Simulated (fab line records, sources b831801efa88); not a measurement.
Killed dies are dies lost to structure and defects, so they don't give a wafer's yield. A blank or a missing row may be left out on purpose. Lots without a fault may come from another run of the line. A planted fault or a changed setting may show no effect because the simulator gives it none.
A struck lot beside a sound one | flow sky130 | 18 steps out of a route of 708
Sound: wafers L434.2, L434.4, L434.6. Struck: wafers L426.3, L426.5. (L426.4 of the same lot was not struck and is left out.) The cause comes at the end.
At each step with rows: each side's tool, then ch and its chambers, then its first start. Under that, the readings that differ: sound wafers | struck wafers | difference of the means | sigmas: that difference in standard deviations of wafers without a fault.
alike: readings whose means differ by less than 2 such deviations, and words and numbers that are the same on both sides. not compared: withheld readings, readings that some wafer has no value for, bounds like >300 that may hide the same value, and numbers for which the record gives no deviation and whose values overlap.
The two part at a step that has a row with sigmas, a row that says differs or no value, or rows on one side only. Numbers that don't overlap but have no deviation are shown without sigmas and don't part them. A reading that every wafer of one side lacks parts them only if that side has two wafers or more.

first, 5 steps without rows for these wafers: SKY_VIA4_COAT_06 (resist thk 1140 nm); SKY_VIA4_SOFTBAKE_07 (time 60 s); SKY_VIA4_EXPOSE_08 (exposes mask VIM4, target cd 800 nm); SKY_VIA4_PEB_09; SKY_VIA4_DEVELOP_10 (develop time 60 s).
SKY_VIA4_OVL_MEAS_11:
  sound on overlay-02, day 48 03:56; struck on overlay-02, day 45 07:13
  alike: VIA4_OVL
SKY_VIA4_ETCH_12: etches SiO2 in C4F8/O2/Ar, stops on TiN, target depth 580 nm.
  sound on rie_diel-01 ch 0,3, day 48 03:58; struck on rie_diel-01 ch 1,2, day 45 07:15
  alike: oes_product_au
SKY_VIA4_STRIP_13: strips in O2/N2.
  sound on plasma_asher-02 ch 0,1, day 48 04:03; struck on plasma_asher-03 ch 0,1, day 45 07:21
  alike: drypump_motor_current_A, oes_product_au, strip_time_to_endpoint_s
  not compared: rf_hours_counter_h
then, 3 steps without rows for these wafers: SKY_VIA4_STRIP_14 (strips in post etch residue remover, time 1200 s); SKY_VIA4_CLEAN_15 (cleans in IPA, time 180 s); SKY_VIA4_CLEAN_16 (cleans in O3/DIW).
SKY_VIA4_SPUTTER_17: material TiN, target thk 20 nm, time 80 s.
  sound on pvd_sputter-04, day 48 04:42; struck on pvd_sputter-04, day 45 07:56
  alike: throttle_valve_pct
SKY_VIA4_CVD_18: deposits W, target thk 505 nm, time 152.14 s.
  sound on cvd_w-02 ch 0, day 48 04:46; struck on cvd_w-02 ch 0, day 45 08:03
  reading                            | sound                | struck        | difference | sigmas
  heater_power_outer_w (W)           | 502 481 495          | 346 345       | -147       | -3
  heater_power_w (W)                 | 803 807 815          | 586 602       | -214       | -3
  susceptor_temp_C (C)               | 400.00 399.82 399.81 | 351.70 351.70 | -48.18     | -99 or more
  model.W_of_VIA4_CVD_18.thk_nm (nm) | 508.5 509.3 511.1    | 208.4 208.2   | -301.3     |
SKY_VIA4_RS_MEAS_19: measures by four-point-probe.
  sound on film_metro-04, day 48 04:56; struck on film_metro-03, day 45 08:29
  reading            | sound                | struck        | difference | sigmas
  VIA4_W_RS (ohm/sq) | 0.2251 0.2246 0.2237 | 0.5555 0.5556 | +0.3311    | +99 or more
  not compared: hold
SKY_VIA4_THK_MEAS_20: measures by xrf.
  sound on film_metro-04, day 48 05:03; struck on film_metro-03, day 45 12:58
  reading         | sound       | struck  | difference | sigmas
  VIA4_W_THK (nm) | 505 508 511 | 206 206 | -302       | -43
  not compared: hold
SKY_VIA4_CMP_21: polishes, stops on SiO2, t overpolish 25 s, target thk 0 nm.
  sound on cmp-02 ch 1,2, day 48 05:06; struck on cmp-02 ch 0, day 45 14:54
  reading                | sound       | struck                                            | difference                   | sigmas
  hold                   | - - -       | await_dispo/1.8h/release await_dispo/1.8h/release | no value on the sound wafers |
  motor_current_A (A)    | 9.4 8.7 9.1 | 13.0 12.3                                         | +3.6                         | +3
  time_to_endpoint_s (s) | 117 121 124 | 45 47                                             | -75                          | -21
SKY_METAL5_SPUTTER_00: material Ti, target thk 15 nm, time 10 s.
  sound on pvd_sputter-03, day 48 05:24; struck on pvd_sputter-04, day 45 15:12
  alike: throttle_valve_pct
-- the record jumps here: 2 days lie between the struck wafers' starts before and after (it left off in module METAL5 and takes up again in module PAD_OPEN, whose first step shown is number 708 of the route) --
SKY_PAD_OPEN_PROBE_99:
  sound on prober-02, day 50 13:44; struck on prober-01, day 48 00:01
  reading                       | sound                | struck        | difference | sigmas
  killed_at_front_end           | 21 15 25             | 11 12         | -9         | -2
  model.etest.via4_chain.rc_ohm | 0.8301 0.7954 0.7903 | 0.8488 0.8381 | +0.0382    |
  alike: defect_limited_yield, killed_at_M0_to_M3, killed_at_M4_up, killed_at_contacts, killed_at_other, killed_dies, killed_open, killed_short, sort_bin_3_pad_short, sort_bin_5_function, sort_bin_6_memory, sort_n_pass, sort_yield_pct

WHERE THEY PART
First at SKY_VIA4_CVD_18; last, within this record, at SKY_PAD_OPEN_PROBE_99.

WHY: what the simulator had put in
Process parameter drift: cvd_w-02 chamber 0, from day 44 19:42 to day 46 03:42, at SKY_VIA4_CVD_18. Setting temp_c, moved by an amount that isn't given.
